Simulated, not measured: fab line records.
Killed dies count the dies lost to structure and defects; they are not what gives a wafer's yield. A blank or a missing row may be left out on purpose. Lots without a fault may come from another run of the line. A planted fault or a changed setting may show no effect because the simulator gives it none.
Chamber matching ; flow sky130 ; SKY_PASSIVATION_CVD_02 on pecvd-03 has 3 sister chambers
The step deposits Si3N4, target thk 540 nm. 6 wafers are shown with their chamber, then 10 later ones without.

## WAFERS WITH THEIR CHAMBER
wafer;chamber;heater power w (W);susceptor temp C (C)
L087.3;2;704;400.02
L090.1;1;660;399.65
L090.2;0;813;400.31
L090.5;1;690;399.92
L092.1;2;729;399.83
L092.2;0;775;399.78

## WAFERS MISSING THEIR CHAMBER
wafer;heater power w (W);susceptor temp C (C)
L092.5;768;399.64
L093.2;762;399.90
L093.3;726;400.09
L093.6;789;399.82
L094.3;702;399.69
L094.4;721;399.91
L094.5;715;399.74
L097.2;695;399.59
L097.3;811;399.89
L097.4;729;400.01

## THE CHAMBER EACH PASSED THROUGH
wafer;from the rows above;in truth
L092.5;can't be placed: 0 or 2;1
L093.2;can't be placed: 0 or 2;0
L093.3;can't be placed: 2 or 1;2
L093.6;0;0
L094.3;can't be placed: 2 or 1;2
L094.4;can't be placed: 2 or 1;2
L094.5;can't be placed: 2 or 1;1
L097.2;can't be placed: 1 or 2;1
L097.3;0;0
L097.4;can't be placed: 2 or 1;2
Placed correctly: 2 of 10. Not placeable from these rows: 8 (in 7, the candidates include the true chamber). Placed wrongly: 0.
How it was worked out, from the rows above alone: a wafer's distance from a chamber is the root of the sum, over the readings, of the square of ((its reading less the chamber's mean) divided by the reading's scatter). If the next closest chamber is less than 2 further off than the closest, the wafer can't be placed; otherwise it belongs to the closest. For every chamber, the mean is computed from those of its wafers that are shown. How the scatter is found: for the shown wafers, subtract from each reading the mean of its chamber, square and add these, divide the total by (wafers less chambers), then take the root.
